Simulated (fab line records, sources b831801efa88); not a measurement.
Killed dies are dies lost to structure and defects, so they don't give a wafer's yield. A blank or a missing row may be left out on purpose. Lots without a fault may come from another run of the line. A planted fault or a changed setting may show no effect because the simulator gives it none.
Which tool did it? | flow gf180mcu | 6 lots, 18 wafers sampled, at 3 steps of a route of 602

WHAT THE GAUGES READ, wafer by wafer
GF_HV_LDD_CD_MEAS_46: target cd 400 nm.
lot  | measured     | on        | cd_nm (nm)
L957 | day 13 05:26 | cd_sem-01 | 399.6 399.1 401.3
L964 | day 15 20:57 | cd_sem-02 | - - -
L968 | day 17 08:54 | cd_sem-02 | 398.5 401.2 402.0
L972 | day 18 21:05 | cd_sem-02 | 399.7 399.4 397.2
L973 | day 19 04:50 | cd_sem-02 | 399.0 400.5 399.0
L975 | day 19 20:43 | cd_sem-01 | 397.2 397.0 400.2

WHICH TOOL RAN EACH LOT (tool, then ch and the chambers of the sampled wafers, then the start)
lot  | GF_STI_CMP_25                | GF_HV_LDD_EXPOSE_43
L957 | cmp-02 ch 0,2,3, day 2 19:04 | iline_stepper-02 ch 0, day 12 19:43
L964 | cmp-01 ch 0,2,3, day 4 09:02 | iline_stepper-01 ch 0, day 15 10:29
L968 | cmp-02 ch 0,3, day 5 08:17   | iline_stepper-01 ch 0, day 16 22:13
L972 | cmp-01 ch 0,1,2, day 6 04:15 | iline_stepper-02 ch 0, day 18 09:28
L973 | cmp-02 ch 1,3, day 6 12:51   | iline_stepper-01 ch 0, day 18 17:19
L975 | cmp-02 ch 0,1,3, day 6 21:59 | iline_stepper-01 ch 0, day 19 08:46
- GF_STI_CMP_25: polishes, stops on Si3N4, t overpolish 33 s, target thk 524.6 nm.
- GF_HV_LDD_EXPOSE_43: exposes mask Pplus HV AREA, target cd 400 nm.

THE ANSWER, worked out from the rows above alone
Rule: what is usual is taken from the lots themselves. Put in order of their means at a reading, lots are off if they are a third of the lots or fewer, leave a main group of 4 or more, and stand apart from it by a gap of 3 or more times the standard deviation of the main group's means; of several such gaps the widest counts. A main group whose means are all the same, to the digits that the tables above print for the reading, isn't used. A lot without any number at a reading at which 4 lots or more have one is off too. The other lots that the step has rows for count as sound.
Off: L964, at GF_HV_LDD_CD_MEAS_46 (cd_nm). Without a number there: L964. The main group: mean 399.4 nm, standard deviation 0.86.
A tool fits if, at a process step before that reading, it ran every lot that is off, and no sound lot after the first of them. The gauges at GF_HV_LDD_CD_MEAS_46 are tried like those tools. None of those tried fits.

WHAT THE SIMULATOR HAD PUT IN
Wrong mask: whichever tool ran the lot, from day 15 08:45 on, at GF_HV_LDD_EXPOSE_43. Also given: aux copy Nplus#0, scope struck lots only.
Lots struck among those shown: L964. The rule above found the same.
